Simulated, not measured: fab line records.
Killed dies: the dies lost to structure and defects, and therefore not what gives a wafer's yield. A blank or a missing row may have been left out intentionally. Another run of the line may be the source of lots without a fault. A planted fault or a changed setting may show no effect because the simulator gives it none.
Matching of chambers | flow gf180mcu | GF_V4_CMP_04 on cmp-02: 4 sister chambers
The step polishes SiO2. 4 wafers are shown with their chamber, then 7 later ones without.

== WAFERS, EACH WITH ITS CHAMBER ==
wafer  | chamber | motor_current_A (A)
L152.2 | 0       | 12.7
L157.5 | 2       | 13.7
L159.1 | 1       | 11.6
L159.5 | 3       | 11.2

== WAFERS MISSING THEIR CHAMBER ==
wafer  | motor_current_A (A)
L159.6 | 11.6
L161.3 | 14.1
L161.4 | 11.9
L161.6 | 11.4
L163.2 | 11.5
L163.5 | 11.7
L163.6 | 12.0

== WHICH CHAMBER EACH WENT THROUGH ==
wafer  | from the rows above          | in truth
L159.6 | can't be placed: 1 or 3      | 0
L161.3 | 2                            | 2
L161.4 | can't be placed: 1 or 3 or 0 | 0
L161.6 | can't be placed: 1 or 3      | 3
L163.2 | can't be placed: 1 or 3      | 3
L163.5 | can't be placed: 1 or 3      | 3
L163.6 | can't be placed: 1 or 0 or 3 | 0
Correct placement for 1 of the 7. Can't be placed from these rows: 6 (the true chamber is among the candidates in 5). 0 placed wrongly.
How it was worked out, from the rows above alone: a wafer's distance from a chamber is the root of the sum, over the readings, of the square of ((its reading less the chamber's mean) divided by the reading's scatter). The wafer belongs to the nearest chamber; if the next one is less than 2 further off, it can't be placed. Each chamber's mean is taken over the wafers shown for it. The scatter (one wafer shown for each chamber): square how far every hidden wafer sits from the nearest shown wafer, average those squares and take the square root.
